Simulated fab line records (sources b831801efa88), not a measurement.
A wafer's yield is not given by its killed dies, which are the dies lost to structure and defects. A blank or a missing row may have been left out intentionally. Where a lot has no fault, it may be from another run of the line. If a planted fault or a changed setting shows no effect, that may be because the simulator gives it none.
Matching of chambers	flow sky130	4 sister chambers for SKY_LI_CONTACT_CMP_24 on cmp-01
The step polishes, stops on PSG, t overpolish 20 s, target thk 0 nm. 4 wafers are shown with their chamber, then 9 later ones without.

## WAFERS, EACH WITH ITS CHAMBER
wafer	chamber	time-to-endpoint-s (s)
L274.5	3	100
L277.1	1	96
L277.2	0	90
L277.3	2	103

## WAFERS MISSING THEIR CHAMBER
wafer	time-to-endpoint-s (s)
L287.2	103
L287.3	104
L287.4	93
L290.2	97
L290.5	91
L290.6	95
L291.1	103
L291.4	92
L291.5	98

## WHICH CHAMBER EACH ONE RAN IN
wafer	from the rows above	in truth
L287.2	can't be placed: 2 or 3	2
L287.3	can't be placed: 2 or 3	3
L287.4	can't be placed: 0 or 1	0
L290.2	can't be placed: 1 or 3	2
L290.5	0	0
L290.6	1	1
L291.1	can't be placed: 2 or 3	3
L291.4	can't be placed: 0 or 1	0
L291.5	can't be placed: 1 or 3 or 2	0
Correctly placed: 2 of 9. Cannot be placed on the basis of these rows: 7; the candidates contain the true chamber in 5. 0 placed wrongly.
How it was worked out, from the rows above alone: a wafer's distance from a chamber is the root of the sum, over the readings, of the square of ((its reading less the chamber's mean) divided by the reading's scatter). The wafer belongs to the nearest chamber; if the next one is less than 2 further off, it can't be placed. For every chamber, the mean is computed from those of its wafers that are shown. The scatter: with one shown wafer a chamber, the root of the mean of the squares of how far each hidden wafer lies from its nearest shown one.
